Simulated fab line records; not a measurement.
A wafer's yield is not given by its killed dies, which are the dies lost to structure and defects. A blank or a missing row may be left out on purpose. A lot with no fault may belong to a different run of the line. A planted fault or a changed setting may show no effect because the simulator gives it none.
What tool caused it? ; flow gf180mcu ; 11 lots with 33 wafers sampled at 5 steps, on a route of 602 steps

WHAT EACH GAUGE READ, for each wafer
GF_MIM_THK_MEAS_11: measures by xrf. Usual: for MIM_ALCU_THK the level is 198.2 nm and the standard deviation is 2.6.
lot;measured;on;MIM_ALCU_THK (nm);flag
L211;day 24 05:03;film_metro-02;196.3 197.2 196.7;
L212;day 24 11:10;film_metro-01;198.0 196.8 194.8;
L213;day 24 21:02;film_metro-01;200.3 199.9 199.1;
L215;day 25 20:53;film_metro-02;195.9 201.5 200.6;
L217;day 27 03:20;film_metro-01;197.0 198.1 197.7;
L219;day 27 12:27;film_metro-01;199.0 195.7 195.0;
L218;day 27 15:17;film_metro-04;201.8 202.1 203.1;
L227;day 29 19:24;film_metro-01;200.0 193.8 196.0;
L228;day 29 19:54;film_metro-02;198.1 194.8 198.2;
L231;day 30 16:56;film_metro-01;201.1 202.1 201.7;
L233;day 31 02:35;film_metro-01;199.4 203.8 201.2;

GF_V5_OVL_MEAS_15. Usual: for V5_OVL the level is -3 nm and the standard deviation is 4.8.
lot;measured;on;V5_OVL (nm);flag
L211;day 26 23:38;overlay-01;0 -4 3;
L212;day 27 03:44;overlay-01;1 -2 -1;
L213;day 27 13:02;overlay-01;0 1 3;
L215;day 28 10:50;overlay-01;-10 -10 -11;
L217;day 29 14:20;overlay-02;-2 2 -1;
L219;day 29 23:10;overlay-01;-6 -5 0;
L218;day 30 02:38;overlay-02;-2 5 2;
L227;day 32 02:31;overlay-01;1 5 0;
L228;day 32 02:52;overlay-02;-7 -1 -5;
L231;day 32 22:31;overlay-02;-4 -4 -8;
L233;day 33 07:02;overlay-02;-13 -8 -12;

GF_V5_RS_MEAS_24: the measuring method here is four-point-probe. Usual: for V5_W_RS the level is 0.325 ohm/sq and the standard deviation is 0.0037.
lot;measured;on;V5_W_RS (ohm/sq);flag
L211;day 27 00:38;film_metro-02;0.327 0.327 0.331;
L212;day 27 04:44;film_metro-03;0.333 0.332 0.329;
L213;day 27 13:59;film_metro-02;0.334 0.333 0.328;
L215;day 28 11:46;film_metro-02;0.330 0.323 0.327;
L217;day 29 15:22;film_metro-02;0.330 0.328 0.329;
L219;day 30 00:09;film_metro-03;0.323 0.322 0.325;
L218;day 30 03:34;film_metro-03;0.322 0.323 0.329;
L227;day 32 03:28;film_metro-02;0.425 0.318 0.326;OFF
L228;day 32 03:48;film_metro-03;0.323 0.322 0.319;
L231;day 32 23:28;film_metro-02;0.324 0.322 0.324;
L233;day 33 07:59;film_metro-02;0.326 0.326 0.325;

GF_V5_THK_MEAS_25: measures by xrf. Usual: for V5_W_THK the level is 344 nm and the standard deviation is 5.2.
lot;measured;on;V5_W_THK (nm);flag
L211;day 27 00:44;film_metro-02;341 338 336;
L212;day 27 04:49;film_metro-03;338 338 339;
L213;day 27 14:05;film_metro-02;330 333 338;
L215;day 28 11:53;film_metro-02;343 350 346;
L217;day 29 15:29;film_metro-02;336 340 336;
L219;day 30 00:16;film_metro-03;344 346 343;
L218;day 30 03:41;film_metro-03;347 345 340;
L227;day 32 03:35;film_metro-02;264 347 342;OFF
L228;day 32 03:55;film_metro-03;350 348 351;
L231;day 32 23:35;film_metro-02;344 343 343;
L233;day 33 08:06;film_metro-02;340 339 340;

TOOL THAT RAN EACH LOT (tool first, then ch and the chambers of the sampled wafers, then the start)
lot;GF_V5_CVD_23
L211;cvd_w-01 ch 0,1, day 27 00:30
L212;cvd_w-02 ch 0,1, day 27 04:35
L213;cvd_w-02 ch 0,1, day 27 13:52
L215;cvd_w-02 ch 0,1, day 28 11:40
L217;cvd_w-02 ch 0,1, day 29 15:15
L219;cvd_w-01 ch 0,1, day 30 00:01
L218;cvd_w-02 ch 0,1, day 30 03:27
L227;cvd_w-02 ch 0,1, day 32 03:20
L228;cvd_w-01 ch 0,1, day 32 03:41
L231;cvd_w-01 ch 0,1, day 32 23:20
L233;cvd_w-01 ch 0,1, day 33 07:52
- GF_V5_CVD_23: deposits W, target thk 350 nm, time 104.9 s.

WHAT THE TOOLS THEMSELVES READ (means of the sampled wafers that have a number; where no wafer has one, the mark that the record gives instead)
GF_V5_CVD_23. Usual: heater_power_w reads 840 W (standard deviation 110).
lot;tool;heater_power_w (W);flag
L211;cvd_w-01;918;
L212;cvd_w-02;755;
L213;cvd_w-02;817;
L215;cvd_w-02;768;
L217;cvd_w-02;770;
L219;cvd_w-01;837;
L218;cvd_w-02;807;
L227;cvd_w-02;804;
L228;cvd_w-01;832;
L231;cvd_w-01;846;
L233;cvd_w-01;917;

THE ANSWER, worked out from the rows above alone
Rule: a lot counts as off when the mean over its wafers that have a number is more than 3 standard deviations away from the usual mean. Also off: a lot with no number at a reading for which 4 or more lots have one. Any other lot the step has rows for is counted as sound. Order of review: gauges by route order, followed by the tools' own readings, for which a lot's mean as printed above is used. The first step at which some lot is off is used, and at that step the reading that is off furthest; a lot without a number counts as furthest.
Off: at GF_V5_RS_MEAS_24 (V5_W_RS), L227.
A tool fits if, at a process step before that reading, it ran every lot that is off, and no sound lot after the first of them. Those tools and the gauges at GF_V5_RS_MEAS_24 are tried in the same way. One candidate fits, namely cvd_w-02 at GF_V5_CVD_23. Its last sound lot is L218 (day 30 03:27), its first lot that is off L227 (day 32 03:20): a fault that began between those two fits.

WHAT WAS PUT IN BY THE SIMULATOR
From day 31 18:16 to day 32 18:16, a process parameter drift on cvd_w-02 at GF_V5_CVD_23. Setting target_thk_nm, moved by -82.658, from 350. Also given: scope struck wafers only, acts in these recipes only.
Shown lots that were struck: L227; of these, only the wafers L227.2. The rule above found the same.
